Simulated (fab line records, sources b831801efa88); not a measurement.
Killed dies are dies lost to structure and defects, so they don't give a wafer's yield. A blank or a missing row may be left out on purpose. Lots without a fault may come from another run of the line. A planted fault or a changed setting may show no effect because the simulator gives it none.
fab line records | flow sky130
record lots=13 wafers=39 last_day=50
route steps=708 shown VT_ADJUST_HVTP@92 VT_ADJUST_LVTN@106 SONOS_ONO@168 GATE_OXIDE@197
lots that met no fault: from a run of the same line without faults
start_h: hours from the record's first day to the start of the lot's first wafer shown | wait_h: hours since the lot's step before | " the same as in the row above | L1.1+2: a row that stands for several wafers | - no value, or no start given | * or withheld: withheld | < > ~ a bound
route shown NAME@n: a module of which the file shows steps, and the number in the route of the first | usual: mean/standard deviation of fault-free wafers | same: alike in all rows | chamber/n: place in a boat | sites: the reading at each site | _std_site: their standard deviation | _edge_site: outer sites' mean less inner sites' | radius_mm: how far each site lies from the wafer's centre | mask NAME#n: copy n | behind: the tool/chamber that last shaped the wafer | hold: why the lot was held/for how many hours/how that ended | device: the transistor (n, p or np) that didn't switch | end of line: the same wafers' tests at the end of the route | a step without rows: its recipe alone | killed: dies lost to structure and defects at the first sort, not the wafer's yield | map: a wafer's dies, x killed, . not, _ none there
set.NAME: the setting as run; set.NAME@STEP: as run at that earlier step | model.NAME: the simulator's own value behind a step, which no gauge read
steps of the route over a sample of lots; a table a step, a row a wafer
services: from which hour (start_h, from the record's first day; less than 0 if before it) a tool's chamber was out of use, for how many hours, and why
## steps
# step SKY_VT_ADJUST_HVTP_CD_MEAS_07
# recipe target_cd_nm=380
# usual cd_nm=379.4/2.7
# columns lot.wafer tool chamber start_h wait_h cd_nm
L384.2 cd_sem-01 - 120.62 0.1 376.9
L384.4 " - " " 378.3
L384.5 " - " " 375.8
L385.1 cd_sem-01 - 129.75 0.1 381.3
L385.2 " - " " 382.7
L385.3 " - " " 384.1
L387.1 cd_sem-01 - 138.00 0.1 382.5
L387.2 " - " " 382.9
L387.5 " - " " 383.2
L388.3 cd_sem-02 - 146.24 0.1 380.8
L388.5 " - " " 380.9
L388.6 " - " " 377.3
L389.1 cd_sem-02 - 157.15 0.1 375.5
L389.3 " - " " 375.5
L389.4 " - " " 376.0
L394.4 cd_sem-01 - 183.61 0.1 377.2
L394.5 " - " " 374.4
L394.6 " - " " 377.8
L395.2 cd_sem-02 - 194.32 0.1 381.2
L395.3 " - " " 380.3
L395.6 " - " " 381.9
L400.1 cd_sem-01 - 219.95 0.1 381.8
L400.2 " - " " 382.5
L400.5 " - " " 381.8
L401.2 cd_sem-02 - 232.22 0.1 381.9
L401.4 " - " " 381.4
L401.5 " - " " 381.9
L402.3 cd_sem-02 - 249.69 0.1 378.8
L402.4 " - " " 381.9
L402.5 " - " " 381.4
L403.1 cd_sem-02 - 253.75 0.1 375.3
L403.4 " - " " 374.0
L403.5 " - " " 375.7
L404.3 cd_sem-02 - 254.69 0.1 380.8
L404.4 " - " " 381.2
L404.6 " - " " 379.0
L405.1 cd_sem-02 - 258.00 0.1 377.2
L405.2 " - " " 378.5
L405.3 " - " " 374.8
# step SKY_VT_ADJUST_LVTN_STRIP_09
# recipe chemistry=O2/N2 power_w=1400 pressure_mtorr=1500 platen_temp_c=withheld o2_flow_sccm=3000 n2_flow_sccm=300 overash_fraction=0.5
# usual drypump_motor_current_A=5.9/0.57 oes_product_au=0.722/0.0043 strip_time_to_endpoint_s=36.94/0.091
# columns lot.wafer tool chamber start_h wait_h drypump_motor_current_A oes_product_au rf_hours_counter_h strip_time_to_endpoint_s
L384.2 plasma_asher-01 0 139.80 0.1 5.8 0.720 2 37.04
L384.4 " 0 " " 5.7 0.725 - 36.88
L384.5 " 0 " " 5.8 0.721 - 36.97
L385.1 plasma_asher-04 1 149.40 0.1 5.8 0.729 49 36.91
L385.2 " 0 " " 6.8 0.727 49 36.92
L385.3 " 1 " " 5.8 0.725 - 37.05
L387.1 plasma_asher-01 1 157.04 0.1 4.8 0.724 4 37.09
L387.2 " 0 " " 5.7 0.718 4 36.96
L387.5 " 0 " " 5.8 0.723 - 36.88
L388.3 plasma_asher-04 0 166.52 0.1 6.9 0.722 - 36.95
L388.5 " 0 " " 6.8 0.730 - 36.87
L388.6 " 1 " " 5.8 0.724 - 36.91
L389.1 plasma_asher-01 1 177.44 0.1 4.8 0.720 6 36.74
L389.3 " 1 " " 4.8 0.719 - 36.74
L389.4 " 0 " " 5.7 0.717 - 36.72
L394.4 plasma_asher-01 1 205.88 0.1 4.8 0.725 - 37.10
L394.5 " 0 " " 5.8 0.725 - 37.02
L394.6 " 1 " " 4.8 0.716 - 37.12
L395.2 plasma_asher-01 0 217.09 0.1 5.7 0.727 10 36.90
L395.3 " 1 " " 4.8 0.724 - 36.93
L395.6 " 1 " " 4.8 0.721 - 36.95
L400.1 plasma_asher-03 0 241.69 0.1 6.1 0.727 56 36.88
L400.2 " 1 " " 6.0 0.718 56 36.87
L400.5 " 1 " " 6.0 0.712 - 36.94
L401.2 plasma_asher-04 1 255.40 0.1 5.8 0.717 59 36.92
L401.4 " 0 " " 6.9 0.727 - 36.83
L401.5 " 0 " " 6.8 0.726 - 36.92
L402.3 plasma_asher-03 1 274.18 0.1 6.0 0.724 - 36.96
L402.4 " 0 " " 6.1 0.715 - 36.98
L402.5 " 1 " " 6.0 0.719 - 37.05
L403.1 plasma_asher-04 1 277.60 0.1 5.8 0.722 61 36.83
L403.4 " 0 " " 6.8 0.728 - 36.97
L403.5 " 0 " " 6.8 0.728 - 36.96
L404.3 plasma_asher-04 0 279.47 0.1 6.8 0.722 - 36.93
L404.4 " 1 " " 5.8 0.720 - 37.03
L404.6 " 1 " " 5.8 0.729 - 36.96
L405.1 plasma_asher-01 0 282.79 0.1 5.7 0.727 16 36.92
L405.2 " 1 " " 4.8 0.719 16 36.95
L405.3 " 0 " " 5.8 0.727 - 37.02
# step SKY_SONOS_ONO_OXIDATION_00
# recipe temp_c=800 ambient=O2 idle_temp_c=700 ramp_up_c_per_min=10 ramp_down_c_per_min=3 stabilise_s=600 purge_s=300 target_thk_a=26 ox_time_s=1249
# columns lot.wafer tool chamber start_h wait_h
L384.2+4+5 furnace-02 0 248.60 1.3
L385.1+2+3 furnace-01 0 259.69 0.0
L387.1+2+5 furnace-01 0 268.38 0.1
L388.3+5+6 furnace-01 0 282.70 1.3
L389.1+3+4 furnace-01 0 294.73 0.6
L394.4+5+6 furnace-01 0 329.38 2.0
L395.2+3+6 furnace-02 0 341.73 1.5
L400.1+2+5 furnace-02 0 370.25 0.3
L401.2+4+5 furnace-02 0 388.21 1.8
L402.3+4+5 furnace-02 0 411.71 0.7
L403.1+4+5 furnace-02 0 414.85 0.0
L404.3+4+6 furnace-01 0 416.93 1.2
L405.1+2+3 furnace-01 0 422.93 1.8
# step SKY_SONOS_ONO_THK_MEAS_01
# recipe reads=SiO2_of_SONOS_ONO_OXIDATION_00
# usual SONOS_ONO_OXIDATION_THK=2.59/0.059
# columns lot.wafer tool chamber start_h wait_h hold SONOS_ONO_OXIDATION_THK[nm]
L384.2 film_metro-03 - 249.96 0.0 - 2.59
L384.4 " - " " - 2.58
L384.5 " - " " - 2.61
L385.1 film_metro-04 - 261.04 0.0 - 2.56
L385.2 " - " " - 2.46
L385.3 " - " " - 2.54
L387.1 film_metro-02 - 269.73 0.0 - 2.57
L387.2 " - " " - 2.59
L387.5 " - " " - 2.55
L388.3 film_metro-03 - 284.07 0.0 - 2.63
L388.5 " - " " - 2.69
L388.6 " - " " - 2.68
L389.1 film_metro-02 - 296.07 0.0 - 2.48
L389.3 " - " " - 2.51
L389.4 " - " " - 2.58
L394.4 film_metro-03 - 330.75 0.0 - 2.50
L394.5 " - " " - 2.52
L394.6 " - " " - 2.49
L395.2 film_metro-03 - 343.09 0.0 - 2.72
L395.3 " - " " - 2.68
L395.6 " - " " - 2.70
L400.1 film_metro-04 - 371.59 0.0 - 2.57
L400.2 " - " " - 2.58
L400.5 " - " " - 2.56
L401.2 film_metro-04 - 389.56 0.0 await_dispo/0.2h/release 2.91
L401.4 " - " " await_dispo/0.2h/release 2.95
L401.5 " - " " await_dispo/0.2h/release 2.91
L401.2 film_metro-04 - 389.79 0.2 - 2.89
L401.4 " - " " - 2.94
L401.5 " - " " - 2.88
L402.3 film_metro-02 - 413.08 0.0 await_dispo/0.2h/release 2.95
L402.4 " - " " await_dispo/0.2h/release 2.99
L402.5 " - " " await_dispo/0.2h/release 2.89
L402.3 film_metro-02 - 413.30 0.2 - 2.99
L402.4 " - " " - 3.03
L402.5 " - " " - 2.95
L403.1 film_metro-03 - 416.20 0.0 await_dispo/0.2h/release 2.84
L403.4 " - " " await_dispo/0.2h/release 2.90
L403.5 " - " " await_dispo/0.2h/release 2.87
L403.1 film_metro-03 - 416.42 0.2 - 2.90
L403.4 " - " " - 2.94
L403.5 " - " " - 2.90
L404.3 film_metro-04 - 418.30 0.0 - 2.66
L404.4 " - " " - 2.64
L404.6 " - " " - 2.65
L405.1 film_metro-03 - 424.27 0.0 - 2.59
L405.2 " - " " - 2.60
L405.3 " - " " - 2.60
# step SKY_GATE_OXIDE_OVL_MEAS_10
# usual GATE_OXIDE_OVL=-0.1/1.5
# columns lot.wafer tool chamber start_h wait_h GATE_OXIDE_OVL[nm]
L384.2 overlay-02 - 303.77 0.1 -2.8
L384.4 " - " " -2.2
L384.5 " - " " -2.8
L385.1 overlay-01 - 315.86 0.1 1.6
L385.2 " - " " 2.3
L385.3 " - " " 0.0
L387.1 overlay-02 - 325.60 0.1 -1.5
L387.2 " - " " -0.7
L387.5 " - " " 1.0
L388.3 overlay-01 - 342.06 0.1 -1.0
L388.5 " - " " -0.5
L388.6 " - " " -1.8
L389.1 overlay-02 - 355.65 0.1 1.1
L389.3 " - " " 2.1
L389.4 " - " " 1.7
L395.2 overlay-02 - 420.11 0.1 -1.7
L395.3 " - " " 0.0
L395.6 " - " " -0.3
L394.4 overlay-02 - 420.62 0.1 0.2
L394.5 " - " " 1.8
L394.6 " - " " 0.0
L400.1 overlay-02 - 434.80 0.1 2.5
L400.2 " - " " 4.4
L400.5 " - " " 2.5
L401.2 overlay-01 - 458.01 0.1 1.7
L401.4 " - " " 0.9
L401.5 " - " " 0.5
L402.3 overlay-02 - 480.86 0.1 -1.2
L402.4 " - " " 0.5
L402.5 " - " " 0.6
L403.1 overlay-01 - 482.61 0.1 2.4
L403.4 " - " " 0.6
L403.5 " - " " 1.7
L404.3 overlay-02 - 484.06 0.1 -0.8
L404.4 " - " " 0.5
L404.6 " - " " -0.5
L405.1 overlay-02 - 492.56 0.1 0.6
L405.2 " - " " -1.2
L405.3 " - " " 0.8
## services
# columns tool chamber start_h hours kind
plasma_asher-01 0 117.75 - clean
plasma_asher-01 1 117.75 - clean
furnace-02 - 152.16 3.8 pm
furnace-01 - 170.66 4.4 repair
furnace-01 - 234.15 4.4 pm
plasma_asher-04 - 317.28 3.5 repair
furnace-02 - 335.85 4.4 pm
plasma_asher-04 - 399.44 9.5 pm
furnace-01 - 402.94 3.5 pm
plasma_asher-04 - 421.25 9.0 pm
plasma_asher-04 0 421.25 9.0 vent_cycle
plasma_asher-04 1 421.25 9.0 vent_cycle
## key
first_sign step=SKY_SONOS_ONO_THK_MEAS_01 reading=visit direction=added
effect step=SKY_SONOS_ONO_THK_MEAS_01 reading=SONOS_ONO_OXIDATION_THK direction=up sigmas=5.6 usual=2.59 struck=2.91
met_at SKY_SONOS_ONO_OXIDATION_00
struck_lots L401,L402,L403
tester_left_out L401,L402,L403
not_acting_at SKY_VT_ADJUST_HVTP_CD_MEAS_07,SKY_VT_ADJUST_LVTN_STRIP_09,SKY_GATE_OXIDE_OVL_MEAS_10
onset_between 370.25 388.21
fault kind=process_parameter_drift tool=furnace-02 chamber=- onset_h=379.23 steps=SKY_SONOS_ONO_OXIDATION_00 channel=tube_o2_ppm offset=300 shape=step end_h=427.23
# tester_left_out: of these lots the tester's yield and bins aren't shown, on N5 and GAA mostly nor the transistor test; their killed dies are dies lost to structure and defects alone, not to doping, threshold or leakage, so they don't give the yield
